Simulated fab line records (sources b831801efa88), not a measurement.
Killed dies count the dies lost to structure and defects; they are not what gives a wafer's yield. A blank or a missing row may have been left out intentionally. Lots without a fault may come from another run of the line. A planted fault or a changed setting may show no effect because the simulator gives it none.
One fault through the eyes of 2 desks    flow gf180mcu    numbers are kept per desk, each desk with only its own; the story behind them comes last

## AT THE TOOL OWNER'S DESK: implanter-02
The tool's own readings at GF_MVPSD_IMPLANT_09: means of the sampled wafers that have a number, for each lot that ran on this tool. Marked OUT: a lot whose mean sits more than 4 standard deviations from the usual mean, which makes it out of limits; the brackets give that distance.
Columns: A = beam-on-s at GF_MVPSD_IMPLANT_09, usual 9.99 s; B = faraday-current-uA at GF_MVPSD_IMPLANT_09, usual 28.2
lot   first seen here  A                B
L349  day 4 22:20      9.90             28.4
L350  day 5 10:45      9.91             28.5
L356  day 6 18:33      10.07            28.1
L361  day 8 02:24      10.04            28.2
L363  day 8 10:26      7.63 (-11) OUT   36.9 (+14) OUT
L368  day 9 21:47      8.85 (-5.2) OUT  32.3 (+6.8) OUT
L370  day 10 06:28     8.86 (-5.1) OUT  32.7 (+7.5) OUT
Finding of this desk: L363, L368, L370 out of limits; the first was L363 at day 8 10:26, on beam-on-s at GF_MVPSD_IMPLANT_09. In limits: L349, L350, L356, L361.

## METROLOGY DESK
Means of the sampled wafers that have a number, per lot and without regard to the tool the lot ran on: this is what the gauges read. Marked OUT: a lot whose mean sits more than 4 standard deviations from the usual mean, which makes it out of limits; the brackets give that distance.
Columns: A = STI_CVD_23_THK at GF_STI_THK_MEAS_24, usual 650 nm; B = VT_IMPLANT_2_TW at GF_VT_IMPLANT_TW_MEAS_21, usual 1214; C = MVPSD_RS at GF_VT_IMPLANT_RS_MEAS_49, usual 1169.1 ohm/sq
lot   first seen here  A    B     C
L349  day 2 03:13      654  1217  1170.1
L350  day 2 10:47      649  1202  1169.2
L351  day 2 15:20      652  1200  1169.5
L352  day 2 18:47      646  1208  1168.1
L353  day 2 23:46      653  1214  1172.4
L356  day 3 16:13      653  1216  1169.7
L357  day 3 19:47      643  1219  1171.4
L358  day 4 02:32      643  1215  1165.5
L359  day 4 07:10      655  1216  1168.7
L361  day 4 18:05      652  1213  1171.2
L363  day 5 02:59      644  1212  1223.3 (+25) OUT
L368  day 6 08:41      645  1217  1194.4 (+12) OUT
L370  day 6 15:37      649  1214  1197.1 (+13) OUT
L372  day 7 05:10      652  1220  1174.0
This desk's finding: out of limits on L363, L368, L370; first on L363, day 11 09:38 (MVPSD_RS at GF_VT_IMPLANT_RS_MEAS_49). In limits: L349, L350, L351, L352, L353, L356, L357, L358, L359, L361, L372.

## BROUGHT TOGETHER
On L363, L368, L370, at day 8 10:26, an alarm was possible from the tool owner's desk.
At day 11 09:38 the metrology desk could have sounded an alarm, on L363, L368, L370.
Every lot named ran GF_MVPSD_IMPLANT_09 on implanter-02.

## WHAT THE SIMULATOR HAD INSERTED
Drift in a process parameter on implanter-02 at GF_MVPSD_IMPLANT_09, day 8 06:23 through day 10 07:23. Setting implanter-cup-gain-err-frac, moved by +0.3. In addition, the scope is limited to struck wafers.
Lots struck among those shown: L363, L368, L370.
Fault start to first reading out of limits, in hours, per desk: tool owner, 4; metrology, 75.
